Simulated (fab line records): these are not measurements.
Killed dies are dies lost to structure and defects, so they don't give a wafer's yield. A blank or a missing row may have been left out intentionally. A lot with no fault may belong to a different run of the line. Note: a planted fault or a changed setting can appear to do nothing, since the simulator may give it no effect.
Matching of chambers :: flow gf180mcu :: 4 sister chambers for GF_STI_ETCH_13 on rieDiel-04
The step etches the open film in CHF3/O2, stops on Si, target depth 282.31 nm, time 112.9 s. 18 wafers are shown with their chamber, then 9 later ones without.

== WAFERS PAIRED WITH THEIR CHAMBERS ==
wafer: L074.4
chamber: 2
drypumpMotorCurrentA (A): 6.1
oesProductAu (a.u.): 0.832
rfFwdPowerW (W): 598.9

wafer: L074.5
chamber: 0
drypumpMotorCurrentA (A): 6.0
oesProductAu (a.u.): 0.833
rfFwdPowerW (W): 598.1

wafer: L074.6
chamber: 1
drypumpMotorCurrentA (A): 5.6
oesProductAu (a.u.): 0.833
rfFwdPowerW (W): 596.9

wafer: L080.3
chamber: 0
drypumpMotorCurrentA (A): 6.0
oesProductAu (a.u.): 0.846
rfFwdPowerW (W): 597.6

wafer: L080.5
chamber: 1
drypumpMotorCurrentA (A): 5.6
oesProductAu (a.u.): 0.834
rfFwdPowerW (W): 595.6

wafer: L080.6
chamber: 0
drypumpMotorCurrentA (A): 6.0
oesProductAu (a.u.): 0.835
rfFwdPowerW (W): 598.5

wafer: L083.1
chamber: 3
drypumpMotorCurrentA (A): 5.7
oesProductAu (a.u.): 0.829
rfFwdPowerW (W): 595.8

wafer: L083.2
chamber: 0
drypumpMotorCurrentA (A): 6.0
oesProductAu (a.u.): 0.833
rfFwdPowerW (W): 600.6

wafer: L083.6
chamber: 3
drypumpMotorCurrentA (A): 5.7
oesProductAu (a.u.): 0.827
rfFwdPowerW (W): 596.5

wafer: L086.3
chamber: 3
drypumpMotorCurrentA (A): 5.7
oesProductAu (a.u.): 0.836
rfFwdPowerW (W): 597.7

wafer: L086.5
chamber: 2
drypumpMotorCurrentA (A): 6.1
oesProductAu (a.u.): 0.831
rfFwdPowerW (W): 598.3

wafer: L086.6
chamber: 1
drypumpMotorCurrentA (A): 5.6
oesProductAu (a.u.): 0.835
rfFwdPowerW (W): 598.5

wafer: L088.1
chamber: 3
drypumpMotorCurrentA (A): 5.8
oesProductAu (a.u.): 0.829
rfFwdPowerW (W): 599.8

wafer: L088.3
chamber: 0
drypumpMotorCurrentA (A): 6.0
oesProductAu (a.u.): 0.845
rfFwdPowerW (W): 601.2

wafer: L088.6
chamber: 0
drypumpMotorCurrentA (A): 5.9
oesProductAu (a.u.): 0.842
rfFwdPowerW (W): 599.7

wafer: L091.2
chamber: 0
drypumpMotorCurrentA (A): 6.0
oesProductAu (a.u.): 0.825
rfFwdPowerW (W): 598.2

wafer: L091.3
chamber: 3
drypumpMotorCurrentA (A): 5.7
oesProductAu (a.u.): 0.820
rfFwdPowerW (W): 596.0

wafer: L091.6
chamber: 3
drypumpMotorCurrentA (A): 5.7
oesProductAu (a.u.): 0.823
rfFwdPowerW (W): 595.3

SIGNATURES (averages over the wafers above)
reading: drypumpMotorCurrentA
chamber 0: 5.986
chamber 1: 5.600
chamber 2: 6.100
chamber 3: 5.717
scatter within a chamber: 0.0347

reading: oesProductAu
chamber 0: 0.83700
chamber 1: 0.83400
chamber 2: 0.83150
chamber 3: 0.82733
scatter within a chamber: 0.00601

reading: rfFwdPowerW
chamber 0: 599.129
chamber 1: 597.000
chamber 2: 598.600
chamber 3: 596.850
scatter within a chamber: 1.45
Rule: a wafer lies at a distance from a chamber equal to the root of the sum of squares, over the readings, of (its reading less the chamber's mean, divided by the reading's scatter). The wafer belongs to the nearest chamber; if the next one is less than 2 further off, it can't be placed. The scatter: the root of (the sum of the squares of (reading less its chamber's mean) over the shown wafers, divided by (wafers less chambers)).

== WAFERS WHOSE CHAMBER IS MISSING ==
wafer: L092.1
drypumpMotorCurrentA (A): 5.6
oesProductAu (a.u.): 0.834
rfFwdPowerW (W): 597.2

wafer: L092.2
drypumpMotorCurrentA (A): 6.0
oesProductAu (a.u.): 0.829
rfFwdPowerW (W): 596.8

wafer: L092.3
drypumpMotorCurrentA (A): 6.1
oesProductAu (a.u.): 0.828
rfFwdPowerW (W): 596.9

wafer: L095.1
drypumpMotorCurrentA (A): 6.0
oesProductAu (a.u.): 0.818
rfFwdPowerW (W): 596.0

wafer: L095.3
drypumpMotorCurrentA (A): 6.1
oesProductAu (a.u.): 0.829
rfFwdPowerW (W): 597.2

wafer: L095.4
drypumpMotorCurrentA (A): 5.6
oesProductAu (a.u.): 0.821
rfFwdPowerW (W): 598.1

wafer: L097.1
drypumpMotorCurrentA (A): 5.8
oesProductAu (a.u.): 0.831
rfFwdPowerW (W): 596.2

wafer: L097.2
drypumpMotorCurrentA (A): 6.1
oesProductAu (a.u.): 0.826
rfFwdPowerW (W): 600.0

wafer: L097.6
drypumpMotorCurrentA (A): 6.1
oesProductAu (a.u.): 0.832
rfFwdPowerW (W): 595.7

== WHICH CHAMBER EACH ONE RAN IN ==
wafer: L092.1
from the rows above: 1
in truth: 1

wafer: L092.2
from the rows above: can't be placed: 0 or 2
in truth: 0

wafer: L092.3
from the rows above: 2
in truth: 2

wafer: L095.1
from the rows above: can't be placed: 0 or 2
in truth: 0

wafer: L095.3
from the rows above: 2
in truth: 2

wafer: L095.4
from the rows above: can't be placed: 1 or 3
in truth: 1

wafer: L097.1
from the rows above: 3
in truth: 3

wafer: L097.2
from the rows above: 2
in truth: 2

wafer: L097.6
from the rows above: 2
in truth: 2
Correct placement for 6 of the 9. These rows do not allow placing 3 (true chamber among the candidates in 3). Wrongly placed: 0.
